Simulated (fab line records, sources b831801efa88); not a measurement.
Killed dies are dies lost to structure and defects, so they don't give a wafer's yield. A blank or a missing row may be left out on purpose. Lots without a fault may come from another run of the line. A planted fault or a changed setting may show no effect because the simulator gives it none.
Which tool did it? | flow gf180mcu | 12 lots, 36 wafers sampled, at 4 steps of a route of 602

WHAT THE GAUGES READ, wafer by wafer
GF_M4_RS_MEAS_05: measures by four-point-probe.
lot  | measured     | on            | M4_ALCU_RS (ohm/sq)
L834 | day 22 08:24 | film_metro-02 | 0.0702 0.0704 0.0695
L835 | day 22 16:08 | film_metro-02 | 0.0697 0.0694 0.0689
L836 | day 23 03:31 | film_metro-01 | 0.0705 0.0708 0.0720
L844 | day 26 00:05 | film_metro-04 | 0.0703 0.0696 0.0695
L845 | day 26 05:12 | film_metro-02 | 0.0705 0.0702 0.0692
L847 | day 26 23:29 | film_metro-02 | 0.0697 0.0704 0.0706
L848 | day 27 07:02 | film_metro-02 | 0.0701 0.0705 0.0714
L849 | day 27 15:32 | film_metro-02 | 0.0688 0.0688 0.0693
L850 | day 27 18:41 | film_metro-02 | 0.0699 0.0694 0.0697
L852 | day 28 10:10 | film_metro-04 | 0.0703 0.0699 0.0699
L854 | day 28 22:20 | film_metro-02 | 0.0688 0.0694 0.0692
L855 | day 29 05:20 | film_metro-01 | 0.0697 0.0702 0.0703

GF_V4_OVL_MEAS_15.
lot  | measured     | on         | V4_OVL (nm)
L834 | day 24 05:28 | overlay-01 | 1 0 -4
L835 | day 24 15:02 | overlay-02 | 5 -4 0
L836 | day 25 00:38 | overlay-01 | -1 -8 -9
L844 | day 27 17:43 | overlay-02 | 56 53 47
L845 | day 27 22:47 | overlay-02 | 54 45 45
L847 | day 28 16:29 | overlay-01 | 8 9 8
L848 | day 28 23:22 | overlay-02 | -2 -3 -4
L849 | day 29 07:16 | overlay-02 | -5 -6 -6
L850 | day 29 10:58 | overlay-02 | 2 8 7
L852 | day 30 01:13 | overlay-01 | -7 -11 -7
L854 | day 30 12:16 | overlay-01 | 4 0 -3
L855 | day 30 19:17 | overlay-01 | 2 -2 0

WHICH TOOL RAN EACH LOT (tool, then ch and the chambers of the sampled wafers, then the start)
lot  | GF_M4_SPUTTER_04             | GF_V4_EXPOSE_11
L834 | pvd_sputter-01, day 22 08:20 | krf_scanner-01 ch 0, day 23 19:24
L835 | pvd_sputter-03, day 22 16:05 | krf_scanner-01 ch 0, day 24 03:50
L836 | pvd_sputter-02, day 23 03:27 | krf_scanner-01 ch 0, day 24 13:52
L844 | pvd_sputter-02, day 26 00:02 | krf_scanner-02 ch 0, day 27 08:28
L845 | pvd_sputter-01, day 26 05:07 | krf_scanner-02 ch 0, day 27 13:26
L847 | pvd_sputter-03, day 26 23:24 | krf_scanner-01 ch 0, day 28 06:56
L848 | pvd_sputter-01, day 27 06:58 | krf_scanner-01 ch 0, day 28 14:19
L849 | pvd_sputter-02, day 27 15:30 | krf_scanner-01 ch 0, day 28 21:45
L850 | pvd_sputter-01, day 27 18:37 | krf_scanner-01 ch 0, day 29 01:51
L852 | pvd_sputter-01, day 28 10:07 | krf_scanner-01 ch 0, day 29 15:50
L854 | pvd_sputter-03, day 28 22:17 | krf_scanner-01 ch 0, day 30 03:46
L855 | pvd_sputter-01, day 29 05:17 | krf_scanner-01 ch 0, day 30 10:33
- GF_M4_SPUTTER_04: material TiN, target thk 50 nm, time 41.7 s.
- GF_V4_EXPOSE_11: exposes mask Via4, target cd 260 nm.

WHAT THE TOOLS THEMSELVES READ (means of the sampled wafers that have a number; where no wafer has one, the mark that the record gives instead)
GF_M4_SPUTTER_04.
lot  | tool           | throttle_valve_pct (%)
L834 | pvd_sputter-01 | 29.9
L835 | pvd_sputter-03 | 31.2
L836 | pvd_sputter-02 | 29.8
L844 | pvd_sputter-02 | 29.5
L845 | pvd_sputter-01 | 30.3
L847 | pvd_sputter-03 | 31.1
L848 | pvd_sputter-01 | 29.7
L849 | pvd_sputter-02 | 28.8
L850 | pvd_sputter-01 | 30.1
L852 | pvd_sputter-01 | 28.9
L854 | pvd_sputter-03 | 30.0
L855 | pvd_sputter-01 | 29.6

THE ANSWER, worked out from the rows above alone
Rule: what is usual is taken from the lots themselves. Put in order of their means at a reading, lots are off if they are a third of the lots or fewer, leave a main group of 4 or more, and stand apart from it by a gap of 3 or more times the standard deviation of the main group's means; of several such gaps the widest counts. A main group whose means are all the same, to the digits that the tables above print for the reading, isn't used. A lot without any number at a reading at which 4 lots or more have one is off too. The other lots that the step has rows for count as sound. The gauges are gone through in route order, then the tools' own readings, and for those a lot's mean is taken as printed above. The first step at which some lot is off is used, and at that step the reading that is off furthest; a lot without a number counts as furthest.
Off: L844, L845, at GF_V4_OVL_MEAS_15 (V4_OVL). The main group: mean -1 nm, standard deviation 4.9.
A tool fits if, at a process step before that reading, it ran every lot that is off, and no sound lot after the first of them. The gauges at GF_V4_OVL_MEAS_15 are tried like those tools. One fits: krf_scanner-02 at GF_V4_EXPOSE_11. It ran no sound lot before its first lot that is off in this sample, so the start can't be narrowed down.

WHAT THE SIMULATOR HAD PUT IN
Scanner matching overlay: krf_scanner-02, from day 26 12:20 on, at GF_V4_EXPOSE_11. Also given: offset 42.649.
Lots struck among those shown: L844, L845. The rule above found the same.
